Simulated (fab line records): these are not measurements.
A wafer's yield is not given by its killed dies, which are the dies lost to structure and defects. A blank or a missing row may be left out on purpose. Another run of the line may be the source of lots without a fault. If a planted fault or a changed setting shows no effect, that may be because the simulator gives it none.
Problem report in the 8D (eight disciplines) form, filled by code | flow sky130 | the parts of the form that need people (team, actions taken, sign-off) are left out

== 1. THE PROBLEM ==
Mean of spin speed rpm at SKY_CONTACT_COAT_08: 2839.7 rpm across 6 wafers in 2 lots; on wafers with no fault it is 2999.8 rpm (standard deviation 2). Relative to the usual mean, that is a shift of -80 standard deviations.
The step: resist thk 60 nm.
First observed at day 34 03:22: wafer L663.2, on litho track-03. The record has a number at this step for 36 wafers belonging to 12 lots. Rule for "out" (also "out of limits"): further than 4 standard deviations from the usual mean. All remaining wafers that have a number are taken as sound.

== 2. WHAT IT IS, AND WHAT IT ISN'T ==
question                    | is                     | is not
which readings at this step | spin speed rpm         | -
which lots                  | L663, L666             | L654, L655, L656, L657, L658, L659, L661, L664, L673, L674
which wafers of those lots  | all that have a number | -
read on which tools         | litho track-03         | litho track-01, litho track-04
when                        | from day 34 03:22      | up to then (21 sound wafers); but 9 sound wafers of L664, L673, L674 came after

== 3. WHAT RULES OUT EACH SUSPECT ==
Counting: any tool at a process step up to the reading is kept as a suspect provided that every lot that is out went through it and no sound lot did after the first of them.
- litho track-03 at SKY_CONTACT_COAT_08 (resist thk 60 nm): ruled out as a lasting fault. Sound lots L673 ran on it after its first lot that is out, L663 (day 34 03:22).
Left after counting: nothing in the record.

== 4. THE CAUSE (what the simulator had put in) ==
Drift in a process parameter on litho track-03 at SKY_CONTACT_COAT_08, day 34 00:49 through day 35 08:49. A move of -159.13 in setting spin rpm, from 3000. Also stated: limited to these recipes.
Counting ruled it out, wrongly.

== 5. THE EFFECT CHAIN, in route order ==
Each row: a reading where the mean over the struck wafers with a number is more than 3 standard deviations away from the usual. Only readings whose record carries a usual standard deviation are examined. hours: median over the lots of the time between each lot's start at the first step of this table that gives one and its start at this step. sigmas: the change, counted in usual standard deviations.
hours | step                | reading        | usual      | on struck wafers | change | sigmas
0     | SKY_CONTACT_COAT_08 | spin speed rpm | 2999.8 rpm | 2839.7           | -160.1 | -80
14    | SKY_CONTACT_ETCH_16 | oes product au | 0.854 a.u. | 0.871            | +0.017 | +3.4
Process steps it contains:
- SKY_CONTACT_COAT_08: resist thk 60 nm.
- SKY_CONTACT_ETCH_16: etches BARC in N2/H2, stops on SiO2, time 45.9 s, target depth 60 nm.

== 6. WHAT WOULD HAVE CAUGHT IT SOONER ==
In this record no reading fell out of limits until day 34 03:22, 3 hours after the fault had begun at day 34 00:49.
